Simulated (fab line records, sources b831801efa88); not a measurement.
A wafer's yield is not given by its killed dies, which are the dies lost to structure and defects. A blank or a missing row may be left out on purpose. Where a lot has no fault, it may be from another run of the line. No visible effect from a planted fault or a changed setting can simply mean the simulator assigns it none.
Matching of chambers + flow sky130 + 4 sister chambers for SKY_VIA3_CMP_02 on cmp-02
The step polishes SiO2. 8 wafers are shown with their chamber, then 12 later ones without.

WAFERS WITH THEIR CHAMBER
| wafer  | chamber | motor current A (A) |
|--------|---------|---------------------|
| L080.4 | 0       | 11.5                |
| L089.4 | 3       | 11.3                |
| L089.2 | 0       | 11.0                |
| L089.5 | 1       | 10.5                |
| L089.6 | 2       | 12.2                |
| L092.3 | 1       | 10.9                |
| L092.4 | 3       | 11.5                |
| L092.5 | 2       | 11.6                |

WAFERS WHOSE CHAMBER IS MISSING
| wafer  | motor current A (A) |
|--------|---------------------|
| L090.1 | 11.6                |
| L090.5 | 11.2                |
| L090.6 | 12.5                |
| L094.1 | 11.0                |
| L094.4 | 11.4                |
| L094.5 | 12.2                |
| L095.3 | 12.1                |
| L095.4 | 11.4                |
| L095.5 | 10.3                |
| L096.1 | 12.7                |
| L096.3 | 11.5                |
| L096.5 | 11.7                |

WHICH CHAMBER EACH ONE RAN IN
| wafer  | from the rows above          | in truth |
|--------|------------------------------|----------|
| L090.1 | can't be placed: 3 or 2 or 0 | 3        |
| L090.5 | can't be placed: 0 or 3 or 1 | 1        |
| L090.6 | can't be placed: 2 or 3      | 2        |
| L094.1 | can't be placed: 0 or 1 or 3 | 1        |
| L094.4 | can't be placed: 3 or 0 or 2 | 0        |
| L094.5 | can't be placed: 2 or 3      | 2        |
| L095.3 | can't be placed: 2 or 3      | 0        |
| L095.4 | can't be placed: 3 or 0 or 2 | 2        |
| L095.5 | can't be placed: 1 or 0      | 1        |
| L096.1 | can't be placed: 2 or 3      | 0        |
| L096.3 | can't be placed: 3 or 0 or 2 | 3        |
| L096.5 | can't be placed: 2 or 3 or 0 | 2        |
Correct placement for 0 of the 12. Can't be placed from these rows: 12 (the true chamber is among the candidates in 10). Wrongly placed: 0.
How it was worked out, from the rows above alone: a wafer's distance from a chamber is the root of the sum, over the readings, of the square of ((its reading less the chamber's mean) divided by the reading's scatter). The wafer belongs to the nearest chamber; if the next one is less than 2 further off, it can't be placed. The mean given for a chamber averages the wafers shown for that chamber. The scatter is the square root of a quotient: the sum, over the shown wafers, of each reading's squared deviation from its chamber's mean, divided by wafers minus chambers.
